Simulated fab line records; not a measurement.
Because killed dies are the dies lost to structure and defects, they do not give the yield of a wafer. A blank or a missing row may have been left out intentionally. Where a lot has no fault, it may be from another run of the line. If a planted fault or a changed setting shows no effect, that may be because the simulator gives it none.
Which tool did it? | flow sky130 | 15 lots with 45 wafers sampled at 2 steps, on a route of 708 steps

== WHAT THE GAUGES READ, wafer by wafer ==
The record lacks any reading of a measuring or inspecting step that a usual standard deviation could be used to judge.

== WHICH TOOL RAN EACH LOT (tool, then ch and the chambers of the sampled wafers, then the start) ==
lot  | SKY_SONOS_ONO_CVD_02        | SKY_PAD_OPEN_PROBE_99
L841 | lpcvd-02 ch 0, day 11 07:33 | -
L842 | lpcvd-02 ch 0, day 11 16:41 | -
L843 | lpcvd-02 ch 0, day 12 05:47 | -
L845 | lpcvd-02 ch 1, day 12 12:27 | -
L846 | lpcvd-02 ch 1, day 12 23:04 | -
L847 | lpcvd-02 ch 1, day 13 08:07 | -
L848 | lpcvd-02 ch 0, day 13 11:27 | -
L849 | lpcvd-02 ch 0, day 13 22:32 | -
L850 | lpcvd-02 ch 1, day 14 10:37 | prober-02, day 48 00:52
L851 | lpcvd-02 ch 1, day 14 19:08 | prober-01, day 48 07:52
L852 | lpcvd-02 ch 0, day 15 07:09 | prober-02, day 48 16:13
L860 | lpcvd-02 ch 1, day 17 20:59 | -
L861 | lpcvd-02 ch 0, day 18 06:44 | -
L862 | lpcvd-02 ch 0, day 18 16:43 | -
L863 | lpcvd-02 ch 0, day 19 08:41 | -
- SKY_SONOS_ONO_CVD_02: deposits Si3N4 from DCS/NH3, target thk 10.5 nm, time 180 s.
- SKY_PAD_OPEN_PROBE_99

== WHAT THE TOOLS THEMSELVES READ (means of the sampled wafers that have a number; where no wafer has one, the mark that the record gives instead) ==
SKY_SONOS_ONO_CVD_02.
lot  | tool     | spike-tc-lower-C (C) | susceptor-temp-C (C)
L841 | lpcvd-02 | 771.3                | 770.5
L842 | lpcvd-02 | 772.4                | 769.7
L843 | lpcvd-02 | 772.6                | 769.6
L845 | lpcvd-02 | 769.1                | 770.3
L846 | lpcvd-02 | 771.1                | 770.4
L847 | lpcvd-02 | 770.9                | 769.8
L848 | lpcvd-02 | 772.9                | 769.9
L849 | lpcvd-02 | 772.0                | 769.5
L850 | lpcvd-02 | 770.5                | 769.9
L851 | lpcvd-02 | 769.8                | 770.3
L852 | lpcvd-02 | 772.2                | 770.2
L860 | lpcvd-02 | 769.9                | 770.6
L861 | lpcvd-02 | 771.6                | 770.4
L862 | lpcvd-02 | 771.2                | 770.1
L863 | lpcvd-02 | 771.9                | 769.8

SKY_PAD_OPEN_PROBE_99.
lot  | tool      | killed_at_M0_to_M3 | killed_at_M4_up | killed-at-contacts | killed-at-front-end | killed-at-other | killed-dies | killed-open | killed-short
L850 | prober-02 | 43                 | 4.7             | 28                 | 79                  | 1.0             | 155         | 51          | 38
L851 | prober-01 | 39                 | 5.3             | 22                 | 75                  | 0.0             | 141         | 39          | 38
L852 | prober-02 | 38                 | 2.3             | 18                 | 75                  | 0.3             | 135         | 36          | 34

== THE ANSWER, worked out from the rows above alone ==
Rule: the usual values come from the lots themselves. The widest of any qualifying gaps counts: lots, ordered by their means at a reading, are off when they make up no more than a third of the lots, leave a main group of 4 or more, and stand apart from it by 3 or more times the standard deviation of that group's means. A main group is skipped when, at the precision printed for the reading in the tables above, its means are all equal. A lot without any number at a reading at which 4 lots or more have one is off too. The other lots that the step has rows for count as sound. After the gauges, taken in route order, come the tools' own readings; for these a lot's mean is taken, as printed above. The first step at which some lot is off is used, and at that step the reading that is off furthest; a lot without a number counts as furthest.
Nothing can be told from this: no lot is off at any reading shown.

== WHAT THE SIMULATOR PUT IN ==
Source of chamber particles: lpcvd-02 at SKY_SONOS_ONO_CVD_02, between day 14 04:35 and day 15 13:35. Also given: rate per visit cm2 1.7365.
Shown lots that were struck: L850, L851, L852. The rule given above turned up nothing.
